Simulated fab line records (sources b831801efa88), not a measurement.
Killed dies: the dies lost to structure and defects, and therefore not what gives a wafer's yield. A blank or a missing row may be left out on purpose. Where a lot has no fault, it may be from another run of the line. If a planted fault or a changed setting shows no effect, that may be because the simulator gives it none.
A struck lot beside a sound one	flow sfq line	42 out of 325 route steps
Sound: these wafers, L521.2, L521.5, L521.6. Wafers L529.3, L529.4, L529.6 were the ones struck. The cause comes at the end.
Per side, at each step with rows, come the tool, then ch with its chambers, and then its first start. Under that, the readings that differ: sound wafers	struck wafers	difference of the means	sigmas: that difference in standard deviations of wafers without a fault.
alike: readings with means less than 2 such deviations apart, plus words and numbers identical on both sides. not compared: withheld readings, readings lacking a value on some wafer, bounds such as >300 that could conceal the same value, and numbers that have no deviation in the record and whose values overlap.
The two part at a step that has a row with sigmas, a row that says differs or no value, or rows on one side only. Non-overlapping numbers with no deviation appear without sigmas and do not part them. A reading that every wafer of one side lacks parts them only if that side has two wafers or more.

first, 6 steps without rows for these wafers: SFQ_TRILAYER_I0_VIA_LITHO_COAT_036 (resist thk 62 nm); SFQ_TRILAYER_I0_VIA_LITHO_COAT_031 (resist thk 650 nm); SFQ_TRILAYER_I0_VIA_LITHO_SOFTBAKE_035; SFQ_TRILAYER_I0_VIA_LITHO_EXPOSE_032 (exposes mask I0, target cd 500 nm); SFQ_TRILAYER_I0_VIA_LITHO_PEB_034 (peb time 60 s); SFQ_TRILAYER_I0_VIA_LITHO_DEVELOP_033 (time 60 s).
SFQ_I0_OVL_MEAS_908:
  sound on overlay-02, day 13 13:07; struck on overlay-01, day 17 13:48
  alike: I0_OVL
then, 5 steps without rows for these wafers: SFQ_TRILAYER_I0_VIA_BARC_OPEN_VIA_ETCH_046 (etches BARC in O2, target depth 125 nm, time 41.7 s); SFQ_TRILAYER_I0_VIA_ETCH_VIA_ETCH_034 (etches SiO2 in CHF3, stops on Nb, target depth 260 nm); SFQ_TRILAYER_I0_VIA_STRIP_STRIP_035 (strips in O2); SFQ_TRILAYER_I0_VIA_STRIP_SOLV_CLEAN_036 (cleans in NMP, time 600 s); SFQ_TRILAYER_M1_DEP_PRE_CLEAN_038 (time 22.5 s).
SFQ_TRILAYER_M1_DEP_SPUTTER_037: material Nb, target thk 200 nm, time 133.3 s.
  sound on pvd sputter-03, day 13 14:06; struck on pvd sputter-04, day 17 14:50
reading	sound	struck	difference	sigmas
model.Nb_of_TRILAYER_M1_DEP_SPUTTER_037.thk nm (nm)	200.4 200.1 196.5	289.9 289.1 287.7	+89.9	
  alike: throttle valve pct
SFQ_M1_RS_MEAS_909: a four-point-probe measurement.
  sound on film metro-04, day 13 14:13; struck on film metro-04, day 17 15:03
reading	sound	struck	difference	sigmas
M1_NB_RS (ohm/sq)	0.889 0.890 0.907	0.612 0.614 0.616	-0.281	-32
then, 6 steps without rows for these wafers: SFQ_TRILAYER_M1_LITHO_COAT_044 (resist thk 62 nm); SFQ_TRILAYER_M1_LITHO_COAT_039 (resist thk 600 nm); SFQ_TRILAYER_M1_LITHO_SOFTBAKE_043; SFQ_TRILAYER_M1_LITHO_EXPOSE_040 (exposes mask M1, target cd 500 nm); SFQ_TRILAYER_M1_LITHO_PEB_042 (peb time 60 s); SFQ_TRILAYER_M1_LITHO_DEVELOP_041 (time 60 s).
-- the record jumps here: 6 days lie between the struck wafers' starts before and after --
SFQ_M1_OVL_MEAS_911:
  sound on overlay-02, day 18 06:36; struck on overlay-01, day 23 07:38
  alike: M1_OVL
SFQ_TRILAYER_M1_BARC_OPEN_METAL_ETCH_054: etches BARC in O2, target depth 125 nm, time 41.7 s.
  sound on rie metal-03 ch 0,1, day 18 06:38; struck on rie metal-01 ch 0,1, day 23 07:41
  alike: drypump motor current A, oes product au
  not compared: rf hours counter h
SFQ_TRILAYER_M1_ETCH_METAL_ETCH_042: etches Nb in Cl2/Ar, stops on SiO2, target depth 240 nm, time 120 s.
  sound on rie metal-03 ch 0,1, day 18 06:41; struck on rie metal-01 ch 0,1, day 23 07:46
reading	sound	struck	difference	sigmas
oes product au (a.u.)	0.896 0.898 0.888	1.002 0.994 0.995	+0.103	+15
  alike: drypump motor current A
  not compared: rf hours counter h
SFQ_TRILAYER_M1_STRIP_STRIP_043: strips in O2.
  sound on rie metal-03 ch 0,1, day 18 06:49; struck on rie metal-01 ch 0,1, day 23 08:02
  alike: drypump motor current A, oes product au
  not compared: rf hours counter h
then, 2 steps without rows for these wafers: SFQ_TRILAYER_M1_STRIP_SOLV_CLEAN_044 (cleans in NMP, time 600 s); SFQ_TRILAYER_I1_DEP_PECVD_045 (deposits SiO2 from SiH4/N2O, time 111.11 s, target thk 500 nm).
SFQ_TRILAYER_I1_CMP_CMP_046: polishes SiO2.
  sound on cmp-02 ch 0,3, day 18 08:02; struck on cmp-02 ch 0,1, day 23 18:00
  alike: motor current A, retaining ring pressure frac, time to endpoint s
SFQ_I1_BOW_MEAS_912:
  sound on film metro-03, day 18 11:03; struck on film metro-01, day 23 21:02
  alike: I1_BOW
SFQ_TRILAYER_I1_METRO_MEASURE_047:
  sound on film metro-03, day 18 11:21; struck on film metro-01, day 23 21:31
  alike: thk nm
then, 6 steps without rows for these wafers: SFQ_TRILAYER_I1_VIA_LITHO_COAT_054 (resist thk 63.13 nm); SFQ_TRILAYER_I1_VIA_LITHO_COAT_049 (resist thk 650 nm); SFQ_TRILAYER_I1_VIA_LITHO_SOFTBAKE_053; SFQ_TRILAYER_I1_VIA_LITHO_EXPOSE_050 (exposes mask I1, target cd 500 nm); SFQ_TRILAYER_I1_VIA_LITHO_PEB_052 (peb time 60 s); SFQ_TRILAYER_I1_VIA_LITHO_DEVELOP_051 (time 60 s).
SFQ_I1_OVL_MEAS_913:
  sound on overlay-01, day 19 17:43; struck on overlay-01, day 24 06:14
  alike: I1_OVL
then, 1 step without rows for these wafers: SFQ_TRILAYER_I1_VIA_BARC_OPEN_VIA_ETCH_071 (etches BARC in O2, target depth 125 nm, time 41.7 s).
SFQ_TRILAYER_I1_VIA_ETCH_VIA_ETCH_052: etches SiO2 in CHF3, stops on Nb, target depth 260 nm.
  sound on rie diel-03 ch 2,3, day 19 17:47; struck on rie diel-01 ch 0,3, day 24 06:17
  alike: drypump motor current A, oes product au
then, 3 steps without rows for these wafers: SFQ_TRILAYER_I1_VIA_STRIP_STRIP_053 (strips in O2); SFQ_TRILAYER_I1_VIA_STRIP_SOLV_CLEAN_054 (cleans in NMP, time 600 s); SFQ_TRILAYER_M2_DEP_PRE_CLEAN_056 (time 22.5 s).
-- the record jumps here: 57 days lie between the struck wafers' starts before and after --
SFQ_M8_BOW_MEAS_951:
  sound on film metro-04, day 69 20:39; struck on film metro-03, day 81 16:10
reading	sound	struck	difference	sigmas
model.etest.m1.comb log10 ohm	12 12 12	0 0 0	-12	
model.etest.m1.ohm sq	0.8882 0.8895 0.9058	0.6139 0.6157 0.6187	-0.2784	
  alike: M8_BOW

== WHERE THEY PART ==
First at SFQ_M1_RS_MEAS_909; last, within this record, at SFQ_TRILAYER_M1_ETCH_METAL_ETCH_042. Later steps at which nothing parts them and some readings are alike: SFQ_TRILAYER_M1_STRIP_STRIP_043, SFQ_TRILAYER_I1_CMP_CMP_046, SFQ_I1_BOW_MEAS_912, SFQ_TRILAYER_I1_METRO_MEASURE_047, SFQ_I1_OVL_MEAS_913, SFQ_TRILAYER_I1_VIA_ETCH_VIA_ETCH_052, SFQ_M8_BOW_MEAS_951.

WHY: whatever the simulator had introduced
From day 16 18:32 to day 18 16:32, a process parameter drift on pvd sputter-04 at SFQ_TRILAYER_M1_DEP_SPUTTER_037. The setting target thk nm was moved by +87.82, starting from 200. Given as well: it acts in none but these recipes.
